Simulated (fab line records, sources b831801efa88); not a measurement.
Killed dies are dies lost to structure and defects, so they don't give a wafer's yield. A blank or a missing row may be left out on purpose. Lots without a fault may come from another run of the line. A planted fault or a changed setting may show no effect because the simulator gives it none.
A struck lot beside a sound one | flow gf180mcu | 15 steps out of a route of 602
Sound: wafers L277.2, L277.4, L277.6. Struck: wafers L293.1, L293.4, L293.5. The cause comes at the end.
At each step with rows: each side's tool, then ch and its chambers, then its first start. Under that, the readings that differ: sound wafers | struck wafers | difference of the means | sigmas: that difference in standard deviations of wafers without a fault.
alike: readings whose means differ by less than 2 such deviations, and words and numbers that are the same on both sides. not compared: withheld readings, readings that some wafer has no value for, bounds like >300 that may hide the same value, and numbers for which the record gives no deviation and whose values overlap.
The two part at a step that has a row with sigmas, a row that says differs or no value, or rows on one side only. Numbers that don't overlap but have no deviation are shown without sigmas and don't part them. A reading that every wafer of one side lacks parts them only if that side has two wafers or more.

GF_V3_THK_MEAS_25: measures by xrf.
  sound on film_metro-03, day 22 09:42; struck on film_metro-04, day 27 21:05
  alike: V3_W_THK
GF_V3_CMP_26: polishes, stops on SiO2, t overpolish 15 s, target thk 0 nm.
  sound on cmp-01 ch 0,1,2, day 22 09:48; struck on cmp-01 ch 0,1,2, day 27 21:26
  alike: motor_current_A, overpolish_run_s, time_to_endpoint_s
GF_M4_SPUTTER_00: material Ti, target thk 37.5 nm, time 150 s.
  sound on pvd_sputter-02, day 22 10:03; struck on pvd_sputter-04, day 27 21:38
  alike: chamber_pressure_pa, throttle_valve_pct
then, 1 step without rows for these wafers: GF_M4_SPUTTER_01 (material TiN, target thk 30 nm, time 25 s).
GF_M4_SPUTTER_02: material AlCu, target thk 450 nm, time 23.9 s.
  sound on pvd_sputter-02, day 22 10:11; struck on pvd_sputter-04, day 27 21:55
  alike: chamber_pressure_pa, throttle_valve_pct
GF_M4_SPUTTER_03: material Ti, target thk 10 nm, time 6.7 s.
  sound on pvd_sputter-02, day 22 10:13; struck on pvd_sputter-04, day 27 21:58
  alike: chamber_pressure_pa, throttle_valve_pct
GF_M4_SPUTTER_04: material TiN, target thk 50 nm, time 41.7 s.
  sound on pvd_sputter-02, day 22 10:14; struck on pvd_sputter-04, day 27 22:01
  alike: chamber_pressure_pa, throttle_valve_pct
GF_M4_RS_MEAS_05: measures by four-point-probe.
  sound on film_metro-04, day 22 10:17; struck on film_metro-03, day 27 22:05
  alike: M4_ALCU_RS
GF_M4_THK_MEAS_06: measures by xrf.
  sound on film_metro-04, day 22 10:24; struck on film_metro-03, day 27 22:13
  alike: M4_ALCU_THK
then, 3 steps without rows for these wafers: GF_M4_DEHYDRATE_07 (time 60 s); GF_M4_HMDS_08 (prime time 60 s); GF_M4_COAT_09 (resist thk 1000 nm).
GF_M4_SOFTBAKE_10: time 60 s.
  sound on litho_track-04 ch 0, day 22 22:06; struck on litho_track-04 ch 0, day 28 07:28
  reading          | sound             | struck            | difference | sigmas
  run_length_s (s) | 89.32 89.28 89.28 | 92.02 92.11 91.97 | +2.74      | +9
then, 1 step without rows for these wafers: GF_M4_EXPOSE_11 (exposes mask Metal4, target cd 280 nm).
GF_PASSIVATION_PROBE_99:
  the record has rows for the sound wafers here (prober-02, day 29 00:05) and none for the struck ones

WHERE THEY PART
First at GF_M4_SOFTBAKE_10; last, within this record, at GF_PASSIVATION_PROBE_99.

WHY: what the simulator had put in
Process parameter drift: litho_track-04, from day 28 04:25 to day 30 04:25, at GF_M4_SOFTBAKE_10. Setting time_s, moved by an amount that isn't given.
